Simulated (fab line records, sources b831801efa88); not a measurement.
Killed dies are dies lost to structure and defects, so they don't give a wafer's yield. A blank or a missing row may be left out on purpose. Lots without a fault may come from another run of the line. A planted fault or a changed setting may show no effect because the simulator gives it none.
Which tool did it? | flow sky130 | 13 lots, 39 wafers sampled, at 2 steps of a route of 708

WHAT THE GAUGES READ, wafer by wafer
SKY_SONOS_ONO_THK_MEAS_05.
lot  | measured     | on            | SONOS_ONO_CVD_04_THK (nm)
L947 | day 11 10:07 | film_metro-02 | 5.74 5.72 5.57
L948 | day 11 18:02 | film_metro-03 | 5.82 5.83 5.64
L949 | day 12 06:23 | film_metro-02 | 5.43 5.49 5.43
L950 | day 12 11:07 | film_metro-03 | 5.77 5.68 5.90
L951 | day 12 17:23 | film_metro-04 | 5.61 5.53 5.74
L952 | day 13 02:29 | film_metro-03 | 5.78 5.80 5.74
L957 | day 14 17:44 | film_metro-04 | 9.07 9.13 8.93
L964 | day 18 23:14 | film_metro-02 | 5.60 5.74 5.72
L965 | day 18 23:15 | film_metro-04 | 5.49 5.53 5.64
L966 | day 18 23:14 | film_metro-03 | 5.70 5.67 5.66
L967 | day 19 00:29 | film_metro-03 | 5.77 5.74 5.70
L968 | day 19 00:31 | film_metro-02 | 5.87 5.85 5.89
L969 | day 19 00:30 | film_metro-04 | 5.84 5.86 5.85

WHICH TOOL RAN EACH LOT (tool, then ch and the chambers of the sampled wafers, then the start)
lot  | SKY_SONOS_ONO_CVD_04
L947 | lpcvd-03 ch 1, day 11 07:19
L948 | lpcvd-03 ch 0, day 11 16:09
L949 | lpcvd-03 ch 0, day 12 04:31
L950 | lpcvd-03 ch 1, day 12 09:14
L951 | lpcvd-03 ch 0, day 12 15:31
L952 | lpcvd-03 ch 0, day 13 00:35
L957 | lpcvd-03 ch 0, day 14 14:55
L964 | lpcvd-03 ch 0, day 18 21:59
L965 | lpcvd-03 ch 1, day 18 21:59
L966 | lpcvd-03 ch 0, day 18 21:59
L967 | lpcvd-03 ch 1, day 18 23:14
L968 | lpcvd-03 ch 1, day 18 23:14
L969 | lpcvd-03 ch 1, day 18 23:14
- SKY_SONOS_ONO_CVD_04: deposits SiO2 from SiH4/N2O, target thk 5.7199 nm.

WHAT THE TOOLS THEMSELVES READ (means of the sampled wafers that have a number; where no wafer has one, the mark that the record gives instead)
SKY_SONOS_ONO_CVD_04.
lot  | tool     | spike_tc_bottom_C (C) | spike_tc_centre_C (C) | spike_tc_lower_C (C) | spike_tc_top_C (C) | spike_tc_upper_C (C) | susceptor_temp_C (C) | zone_power_bottom_pct (%) | zone_power_centre_pct (%) | zone_power_upper_pct (%)
L947 | lpcvd-03 | 917.1                 | 899.8                 | 900.8                | 912.0              | 899.5                | 900.1                | 25.7                      | 19.9                      | 17.55
L948 | lpcvd-03 | 918.6                 | 899.5                 | 899.8                | 910.9              | 898.7                | 900.3                | 25.9                      | 20.5                      | 17.48
L949 | lpcvd-03 | 919.1                 | 898.8                 | 899.2                | 911.1              | 899.1                | 899.3                | 25.9                      | 20.4                      | 17.33
L950 | lpcvd-03 | 917.3                 | 899.4                 | 900.7                | 911.7              | 899.9                | 899.7                | 25.4                      | 19.8                      | 17.40
L951 | lpcvd-03 | 918.7                 | 898.1                 | 898.8                | 912.0              | 899.6                | 900.3                | 25.9                      | 20.2                      | 17.30
L952 | lpcvd-03 | 919.1                 | 898.2                 | 900.8                | 910.9              | 899.6                | 900.4                | 26.2                      | 20.5                      | 17.42
L957 | lpcvd-03 | 953.7                 | 933.8                 | 934.3                | 946.0              | 932.7                | 935.1                | 28.2                      | 22.4                      | 18.84
L964 | lpcvd-03 | 918.9                 | 898.9                 | 900.0                | 911.0              | 898.8                | 900.9                | 25.9                      | 20.5                      | 17.37
L965 | lpcvd-03 | 917.0                 | 900.0                 | 900.8                | 912.1              | 899.7                | 900.2                | 25.2                      | 19.9                      | 17.38
L966 | lpcvd-03 | 918.3                 | 899.5                 | 899.8                | 910.5              | 899.0                | 900.0                | 25.8                      | 20.5                      | 17.29
L967 | lpcvd-03 | 917.3                 | 899.4                 | 901.1                | 911.7              | 901.2                | 899.7                | 25.5                      | 19.9                      | 17.44
L968 | lpcvd-03 | 918.2                 | 899.8                 | 901.0                | 911.4              | 900.8                | 900.7                | 25.6                      | 19.8                      | 17.61
L969 | lpcvd-03 | 916.7                 | 899.1                 | 900.5                | 910.9              | 901.2                | 900.0                | 25.5                      | 19.9                      | 17.19

THE ANSWER, worked out from the rows above alone
Rule: what is usual is taken from the lots themselves. Put in order of their means at a reading, lots are off if they are a third of the lots or fewer, leave a main group of 4 or more, and stand apart from it by a gap of 3 or more times the standard deviation of the main group's means; of several such gaps the widest counts. A main group whose means are all the same, to the digits that the tables above print for the reading, isn't used. A lot without any number at a reading at which 4 lots or more have one is off too. The other lots that the step has rows for count as sound. The gauges are gone through in route order, then the tools' own readings, and for those a lot's mean is taken as printed above. The first step at which some lot is off is used, and at that step the reading that is off furthest; a lot without a number counts as furthest.
Off: L957, at SKY_SONOS_ONO_THK_MEAS_05 (SONOS_ONO_CVD_04_THK). The main group: mean 5.70 nm, standard deviation 0.12.
A tool fits if, at a process step before that reading, it ran every lot that is off, and no sound lot after the first of them. The gauges at SKY_SONOS_ONO_THK_MEAS_05 aren't tried: what is off there is off at SKY_SONOS_ONO_CVD_04 too, on other tools, and a gauge's error can't cause that. None of those tried fits.

WHAT THE SIMULATOR HAD PUT IN
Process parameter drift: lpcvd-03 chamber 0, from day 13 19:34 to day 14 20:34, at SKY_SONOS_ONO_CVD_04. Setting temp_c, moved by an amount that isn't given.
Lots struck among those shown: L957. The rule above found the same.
